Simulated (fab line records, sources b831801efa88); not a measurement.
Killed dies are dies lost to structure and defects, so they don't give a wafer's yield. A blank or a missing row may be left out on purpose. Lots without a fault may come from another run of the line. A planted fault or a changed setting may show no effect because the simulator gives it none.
Which tool did it? | flow sky130 | 13 lots, 39 wafers sampled, at 5 steps of a route of 708

WHAT THE GAUGES READ, wafer by wafer
SKY_SONOS_TUNNEL_TW_MEAS_12. Usual: SONOS_TUNNEL_TW 195.8, standard deviation 1.9.
lot  | measured     | on            | SONOS_TUNNEL_TW   | flag
L307 | day 10 23:44 | film_metro-02 | 197.3 198.5 197.0 |
L308 | day 11 04:22 | film_metro-03 | 195.7 196.1 195.7 |
L310 | day 11 21:01 | film_metro-03 | 196.8 194.0 196.3 |
L311 | day 12 04:46 | film_metro-03 | 196.4 196.8 196.0 |
L312 | day 12 19:43 | film_metro-02 | 197.8 197.7 196.4 |
L314 | day 13 09:56 | film_metro-02 | 196.1 196.3 198.1 |
L316 | day 14 01:17 | film_metro-02 | 199.7 197.8 197.3 |
L317 | day 14 11:51 | film_metro-02 | 197.9 198.0 197.7 |
L318 | day 14 19:20 | film_metro-02 | 198.4 197.8 198.8 |
L319 | day 14 21:39 | film_metro-03 | 196.1 195.2 195.3 |
L320 | day 15 10:38 | film_metro-02 | 196.6 198.3 196.8 |
L321 | day 16 01:52 | film_metro-01 | 192.9 193.6 192.3 |
L322 | day 16 04:26 | film_metro-03 | 196.4 196.1 195.8 |

SKY_LDD_N_TW_MEAS_17. Usual: LDD_N_TW 2583, standard deviation 24.
lot  | measured     | on            | LDD_N_TW       | flag
L307 | day 17 04:52 | film_metro-03 | 2585 2557 2570 |
L308 | day 17 09:14 | film_metro-02 | 2601 2585 2601 |
L310 | day 18 06:58 | film_metro-03 | 2569 2587 2584 |
L311 | day 18 14:49 | film_metro-02 | 2586 2594 2602 |
L312 | day 19 09:51 | film_metro-02 | 2570 2570 2570 |
L314 | day 20 01:16 | film_metro-03 | 2565 2563 2569 |
L316 | day 20 16:46 | film_metro-03 | 2559 2569 2578 |
L317 | day 21 07:19 | film_metro-02 | 2571 2590 2598 |
L318 | day 21 22:52 | film_metro-02 | 2554 2524 2553 |
L319 | day 21 21:04 | film_metro-04 | 2614 2615 2618 |
L320 | day 22 08:01 | film_metro-02 | 2541 2541 2533 |
L321 | day 22 23:17 | film_metro-04 | 2563 2565 2540 |
L322 | day 23 03:00 | film_metro-04 | 2555 2569 2555 |

SKY_LDD_HVN_OVL_MEAS_07. Usual: LDD_HVN_OVL 0.4 nm, standard deviation 1.4.
lot  | measured     | on         | LDD_HVN_OVL (nm) | flag
L307 | day 19 16:29 | overlay-01 | -0.1 1.6 0.2     |
L308 | day 19 20:55 | overlay-01 | 4.4 0.9 3.3      |
L310 | day 20 19:23 | overlay-02 | -1.7 0.2 -0.2    |
L311 | day 21 03:23 | overlay-01 | 0.0 1.7 0.5      |
L312 | day 21 23:04 | overlay-01 | -1.1 0.9 0.6     |
L314 | day 22 13:25 | overlay-01 | 1.1 1.6 2.6      |
L316 | day 23 05:40 | overlay-01 | 0.1 0.7 1.1      |
L317 | day 23 19:14 | overlay-02 | -0.2 0.2 1.6     |
L318 | day 24 10:26 | overlay-02 | 0.0 -0.7 -0.7    |
L319 | day 24 07:28 | overlay-01 | 0.6 1.8 0.8      |
L320 | day 24 20:13 | overlay-01 | 1.3 0.2 1.3      |
L321 | day 25 10:37 | overlay-02 | -1.3 0.0 0.1     |
L322 | day 25 14:07 | overlay-01 | -0.5 0.5 -0.3    |

WHICH TOOL RAN EACH LOT (tool, then ch and the chambers of the sampled wafers, then the start)
lot  | SKY_LDD_N_IMPLANT_10            | SKY_LDD_N_STRIP_16
L307 | implanter-03 ch 0, day 17 03:52 | plasma_asher-04 ch 0,1, day 17 04:46
L308 | implanter-04 ch 0, day 17 08:16 | plasma_asher-04 ch 0,1, day 17 09:08
L310 | implanter-03 ch 0, day 18 05:58 | plasma_asher-01 ch 0,1, day 18 06:51
L311 | implanter-04 ch 0, day 18 13:49 | plasma_asher-04 ch 0,1, day 18 14:43
L312 | implanter-04 ch 0, day 19 08:51 | plasma_asher-01 ch 1, day 19 09:45
L314 | implanter-01 ch 0, day 20 00:17 | plasma_asher-01 ch 0,1, day 20 01:10
L316 | implanter-01 ch 0, day 20 15:46 | plasma_asher-01 ch 0,1, day 20 16:40
L317 | implanter-01 ch 0, day 21 06:19 | plasma_asher-02 ch 0,1, day 21 07:13
L318 | implanter-01 ch 0, day 21 21:52 | plasma_asher-01 ch 0,1, day 21 22:46
L319 | implanter-04 ch 0, day 21 20:04 | plasma_asher-01 ch 0,1, day 21 20:57
L320 | implanter-01 ch 0, day 22 07:01 | plasma_asher-02 ch 1, day 22 07:55
L321 | implanter-04 ch 0, day 22 22:20 | plasma_asher-01 ch 0,1, day 22 23:12
L322 | implanter-04 ch 0, day 23 02:00 | plasma_asher-01 ch 0,1, day 23 02:54
- SKY_LDD_N_IMPLANT_10
- SKY_LDD_N_STRIP_16: strips in O2/N2.

WHAT THE TOOLS THEMSELVES READ (means of the sampled wafers that have a number; where no wafer has one, the mark that the record gives instead)
SKY_LDD_N_STRIP_16. Usual: chamber_pressure_mTorr 1500.1 mTorr, standard deviation 1.5; drypump_motor_current_A 5.6 A, standard deviation 0.45; oes_product_au 0.407 a.u., standard deviation 0.0047; strip_time_to_endpoint_s 4.320 s, standard deviation 0.019.
lot  | tool            | chamber_pressure_mTorr (mTorr) | drypump_motor_current_A (A) | oes_product_au (a.u.) | strip_time_to_endpoint_s (s) | flag
L307 | plasma_asher-04 | 1500.4                         | 5.9                         | 0.407                 | 4.301                        |
L308 | plasma_asher-04 | 1501.0                         | 5.8                         | 0.407                 | 4.349                        |
L310 | plasma_asher-01 | 1498.8                         | 5.5                         | 0.407                 | 4.302                        |
L311 | plasma_asher-04 | 1500.0                         | 5.9                         | 0.408                 | 4.326                        |
L312 | plasma_asher-01 | 1499.5                         | 5.7                         | 0.405                 | 4.315                        |
L314 | plasma_asher-01 | 1499.0                         | 5.5                         | 0.407                 | 4.351                        |
L316 | plasma_asher-01 | 1499.2                         | 5.3                         | 0.407                 | 4.355                        |
L317 | plasma_asher-02 | 1499.4                         | 6.1                         | 0.402                 | 4.313                        |
L318 | plasma_asher-01 | 1500.7                         | 5.5                         | 0.408                 | 4.213                        | OFF
L319 | plasma_asher-01 | 1499.5                         | 5.3                         | 0.407                 | 4.293                        |
L320 | plasma_asher-02 | 1500.1                         | 5.7                         | 0.408                 | 4.230                        | OFF
L321 | plasma_asher-01 | 1499.9                         | 5.2                         | 0.408                 | 4.232                        | OFF
L322 | plasma_asher-01 | 1499.2                         | 5.5                         | 0.411                 | 4.234                        | OFF

THE ANSWER, worked out from the rows above alone
Rule: a lot is off if the mean of its wafers that have a number lies more than 3 standard deviations from the usual mean. A lot without any number at a reading at which 4 lots or more have one is off too. The other lots that the step has rows for count as sound. The gauges are gone through in route order, then the tools' own readings, and for those a lot's mean is taken as printed above. The first step at which some lot is off is used, and at that step the reading that is off furthest; a lot without a number counts as furthest.
Off: L318, L320, L321, L322, at SKY_LDD_N_STRIP_16 (strip_time_to_endpoint_s).
A tool fits if, at that step or a process step before it, it ran every lot that is off, and no sound lot after the first of them. None of those tried fits.

WHAT THE SIMULATOR HAD PUT IN
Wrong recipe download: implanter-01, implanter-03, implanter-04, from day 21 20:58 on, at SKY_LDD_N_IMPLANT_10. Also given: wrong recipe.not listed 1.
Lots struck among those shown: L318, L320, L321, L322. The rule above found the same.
